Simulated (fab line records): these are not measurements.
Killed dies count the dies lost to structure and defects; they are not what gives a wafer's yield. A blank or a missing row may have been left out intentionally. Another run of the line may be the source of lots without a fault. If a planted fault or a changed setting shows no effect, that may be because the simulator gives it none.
fab line records | flow sky130 | part 2 of 2: steps 32 to 43 of 43
record: lots: 5 wafers: 15 lastDay: 49
route steps=708 shown CAP2M@616 METAL4@621 VIA4@639
lots that met no fault: from a run of the same line without faults
startH: hours from the record's opening day to when the first of the lot's shown wafers began | waitH: time in hours since the lot's previous step | " identical to the entry in the row above | L1.1+2: a single row standing in for several wafers | - value missing, or start not given | * or withheld: withheld | < > ~ a bound
route shown NAME@n: names a module that has steps shown in the file, with the first one's number in the route | usual: mean/standard deviation of fault-free wafers | same: alike in all rows | chamber/n: place in a boat | sites: readings site by site | _std_site: the standard deviation of these | _edge_site: mean of outer sites minus mean of inner sites | radiusMm: how far each site lies from the wafer's centre | mask NAME#n: copy n | behind: the tool/chamber that last shaped the wafer | hold: the reason the lot was held/the length of the hold in hours/how it ended | device: which transistor (n, p or np) failed to switch | end of line: at the end of the route, the tests of the same wafers | a step given without rows: its recipe and nothing more | killed: dies that structure and defects cost at the first sort, which is not the same as the wafer's yield | map: a wafer's dies, x killed, . not, _ none there
set.NAME: the setting that was run; set.NAME@STEP: the one run at that earlier step | model.NAME: the simulator's own value behind a step, which no gauge read
lots seen at some steps along the route; tables by step, rows by wafer
services: the hour from which a tool's chamber was out of use, counted from the record's first day as startH (under 0 if before that day), plus the number of hours and why
== steps ==
step: SKY_VIA4_EXPOSE_08
recipe: maskId: VIM4 na: 0.6 sourceShape: conventional sigmaOuter: 0.6 polarization: unpolarized targetCdNm: 800 doseMj: 132
columns lot.wafer tool chamber startH waitH mask
L074.1+2+5 ilineStepper-02 0 - - VIM4#0
L076.1+2+3 ilineStepper-02 0 - - VIM4#0
L082.2+3+5 ilineStepper-02 0 - - VIM4#0
L090.3+4+6 ilineStepper-02 0 - - VIM4#0
L093.3+4+5 ilineStepper-01 0 - - VIM4#0
step: SKY_VIA4_PEB_09
recipe: tempC: withheld timeS: * resist: NOVOLAK
columns lot.wafer tool chamber startH waitH
L074.1+2+5 lithoTrack-03 0 - -
L076.1+2+3 lithoTrack-04 0 - -
L082.2+3+5 lithoTrack-02 0 - -
L090.3+4+6 lithoTrack-04 0 - -
L093.3+4+5 lithoTrack-02 0 - -
step: SKY_VIA4_DEVELOP_10
recipe: resist: NOVOLAK developer: TMAH developTimeS: 60 devTempC: 23
columns lot.wafer tool chamber startH waitH
L074.1+2+5 lithoTrack-03 0 1025.12 0.1
L076.1+2+3 lithoTrack-04 0 1027.26 0.1
L082.2+3+5 lithoTrack-02 0 1069.39 0.1
L090.3+4+6 lithoTrack-04 0 1110.66 0.1
L093.3+4+5 lithoTrack-02 0 1127.17 0.1
step: SKY_VIA4_OVL_MEAS_11
usual: VIA4_OVL: -1.1/1.6
columns lot.wafer tool chamber startH waitH VIA4_OVL[nm]
L074.1 overlay-01 - 1025.27 0.1 2.3
L074.2 " - " " -0.2
L074.5 " - " " 1.3
L076.1 overlay-01 - 1027.41 0.1 -1.7
L076.2 " - " " -2.3
L076.3 " - " " -3.3
L082.2 overlay-02 - 1069.52 0.1 -0.3
L082.3 " - " " 0.1
L082.5 " - " " 0.1
L090.3 overlay-01 - 1110.77 0.1 0.9
L090.4 " - " " 1.6
L090.6 " - " " 2.5
L093.3 overlay-02 - 1127.28 0.1 -2.7
L093.4 " - " " -2.8
L093.5 " - " " -1.8
step: SKY_VIA4_ETCH_12
recipe: target: SiO2 chemistry: C4F8/O2/Ar stopOn: TiN maskMaterial: NOVOLAK sourceW: 1500 biasW: 1200 pressureMtorr: 40 c4f8FlowSccm: withheld O2_flow_sccm: 6 Ar_flow_sccm: 300 timeS: withheld targetDepthA: 5800
usual: oesProductAu: 0.926/0.0053
columns lot.wafer tool chamber startH waitH oesProductAu
L074.1 rieDiel-02 2 1025.30 0.0 0.931
L074.2 " 3 " " 0.930
L074.5 " 1 " " 0.932
L076.1 rieDiel-02 3 1027.44 0.0 0.932
L076.2 " 1 " " 0.928
L076.3 " 2 " " 0.935
L082.2 rieDiel-04 0 1069.55 0.0 0.924
L082.3 " 2 " " 0.921
L082.5 " 0 " " 0.925
L090.3 rieDiel-03 3 1110.79 0.0 0.925
L090.4 " 0 " " 0.930
L090.6 " 3 " " 0.931
L093.3 rieDiel-04 3 1127.30 0.0 0.927
L093.4 " 0 " " 0.932
L093.5 " 2 " " 0.933
step: SKY_VIA4_STRIP_13
recipe: chemistry: O2/N2 powerW: 1400 pressureMtorr: 1500 platenTempC: withheld o2FlowSccm: 3000 n2FlowSccm: 300 overashFraction: 0.5
usual: drypumpMotorCurrentA: 5.89/0.27 oesProductAu: 0.708/0.0046 stripTimeToEndpointS: 12.92/0.045
columns lot.wafer tool chamber startH waitH drypumpMotorCurrentA oesProductAu rfHoursCounterH stripTimeToEndpointS
L074.1 plasmaAsher-02 0 1025.38 - 5.60 0.711 28 12.97
L074.2 " 1 " " 5.85 0.709 28 12.97
L074.5 " 0 " " 5.63 0.708 - 12.94
L076.1 plasmaAsher-02 0 1027.52 - 5.62 0.709 28 12.91
L076.2 " 1 " " 5.80 0.707 28 12.93
L076.3 " 1 " " 5.81 0.703 - 12.96
L082.2 plasmaAsher-04 0 1069.62 - 5.58 0.715 63 12.85
L082.3 " 1 " " 6.22 0.707 - 12.95
L082.5 " 0 " " 5.58 0.715 - 12.87
L090.3 plasmaAsher-02 0 1110.90 - 5.61 0.713 - 12.91
L090.4 " 1 " " 5.76 0.709 - 12.94
L090.6 " 0 " " 5.63 0.710 - 12.95
L093.3 plasmaAsher-01 0 1127.41 - 5.98 0.704 - 12.91
L093.4 " 1 " " 6.27 0.702 - 12.94
L093.5 " 0 " " 5.94 0.707 - 12.95
step: SKY_VIA4_STRIP_14
recipe: chemistry: postEtchResidueRemover timeS: 1200 tempC: 72.5
columns lot.wafer tool chamber startH waitH
L074.1+2+5 wetBench-04 1 1025.48 0.1
L076.1+2+3 wetBench-01 1 1027.62 0.1
L082.2+3+5 wetBench-03 0 1069.72 0.1
L090.3+4+6 wetBench-03 0 1110.97 0.0
L093.3+4+5 wetBench-01 1 1127.47 0.0
step: SKY_VIA4_CLEAN_15
recipe: chemistry: IPA timeS: 180 tempC: 25
columns lot.wafer tool chamber startH waitH
L074.1+2+5 wetBench-03 3 1025.82 0.0
L076.1+2+3 wetBench-04 2 1028.02 0.0
L082.2+3+5 wetBench-04 0 1070.07 0.0
L090.3+4+6 wetBench-01 0 1111.31 0.0
L093.3+4+5 wetBench-03 1 1127.82 0.0
step: SKY_VIA4_CLEAN_16
recipe: chemistry: O3/DIW dry: n2Spin
columns lot.wafer tool chamber startH waitH
L074.1+2+5 wetBench-01 2 1025.88 0.0
L076.1+2+3 wetBench-01 1 1028.08 0.0
L082.2+3+5 wetBench-03 2 1070.12 0.0
L090.3+4+6 wetBench-01 0 1111.37 0.0
L093.3+4+5 wetBench-01 3 1127.88 0.0
step: SKY_VIA4_SPUTTER_17
recipe: material: TiN targetThkNm: 20 chamberPressurePa: 5 powerW: 4000 timeS: 80
usual: throttleValvePct: 30.1/0.88
columns lot.wafer tool chamber startH waitH throttleValvePct
L074.1 pvdSputter-04 - 1025.99 0.0 31.0
L074.2 " - " " 30.2
L074.5 " - " " 29.0
L076.1 pvdSputter-03 - 1028.19 0.0 30.8
L076.2 " - " " 29.5
L076.3 " - " " 30.6
L082.2 pvdSputter-02 - 1070.22 0.0 28.7
L082.3 " - " " 29.7
L082.5 " - " " 31.2
L090.3 pvdSputter-04 - 1111.47 0.0 31.2
L090.4 " - " " 30.8
L090.6 " - " " 31.0
L093.3 pvdSputter-02 - 1127.97 0.0 29.8
L093.4 " - " " 29.4
L093.5 " - " " 29.9
step: SKY_VIA4_CVD_18
recipe: material: W targetThkNm: 505 timeS: 152.14 tempC: 400 pressureTorr: 40
usual: heaterPowerW: 829/25
columns lot.wafer tool chamber startH waitH heaterPowerW
L074.1 cvdW-01 1 1026.05 0.0 837
L074.2 " 0 " " 802
L074.5 " 0 " " 781
L076.1 cvdW-02 0 1028.25 0.0 815
L076.2 " 1 " " 842
L076.3 " 0 " " 830
L082.2 cvdW-01 1 1070.28 0.0 822
L082.3 " 0 " " 763
L082.5 " 0 " " 809
L090.3 cvdW-02 0 1111.58 0.1 835
L090.4 " 1 " " 849
L090.6 " 0 " " 832
L093.3 cvdW-02 1 1128.08 0.1 866
L093.4 " 0 " " 837
L093.5 " 1 " " 855
step: SKY_VIA4_RS_MEAS_19
recipe: thkMeasGauge: four-point-probe reads: W_of_VIA4_CVD_18+TiN_of_VIA4_SPUTTER_17
usual: VIA4_W_RS: 0.225/0.0033
columns lot.wafer tool chamber startH waitH VIA4_W_RS[ohm/sq]
L074.1 filmMetro-01 - 1026.20 0.1 0.220
L074.2 " - " " 0.227
L074.5 " - " " 0.226
L076.1 filmMetro-01 - 1028.40 0.1 0.224
L076.2 " - " " 0.226
L076.3 " - " " 0.222
L082.2 filmMetro-01 - 1070.45 0.1 0.220
L082.3 " - " " 0.228
L082.5 " - " " 0.228
L090.3 filmMetro-01 - 1111.72 0.1 0.227
L090.4 " - " " 0.228
L090.6 " - " " 0.228
L093.3 filmMetro-04 - 1128.22 0.1 0.227
L093.4 " - " " 0.227
L093.5 " - " " 0.229
== services ==
columns tool chamber startH hours kind
wetBench-01 - 954.36 1.9 repair
ilineStepper-02 - 959.75 1.7 pm
cvdW-02 0 966.97 1.2 repair
plasmaAsher-02 - 968.48 3.2 repair
rieMetal-02 1 978.43 20.2 repair
krfScanner-02 - 1003.64 1.3 pm
cvdW-02 - 1010.12 6.0 pm
wetBench-02 - 1014.06 3.2 repair
plasmaAsher-03 - 1022.89 5.8 repair
cmp-02 - 1023.88 13.6 repair
wetBench-04 - 1040.58 1.6 repair
hdpcvd-01 0 1042.37 4.3 repair
plasmaAsher-03 - 1055.25 9.0 pm
krfScanner-02 - 1056.67 1.0 pm
plasmaAsher-03 - 1064.25 2.8 pm
rieMetal-04 - 1067.15 2.8 pm
plasmaAsher-02 - 1077.83 0.8 repair
cmp-02 - 1078.33 10.6 pm
krfScanner-02 - 1090.22 0.4 repair
krfScanner-02 - 1092.16 0.8 pm
rieDiel-04 3 1095.25 20.5 repair
cvdW-02 - 1103.52 1.6 repair
hdpcvd-01 - 1116.42 1.2 repair
cvdW-02 - 1117.59 0.8 repair
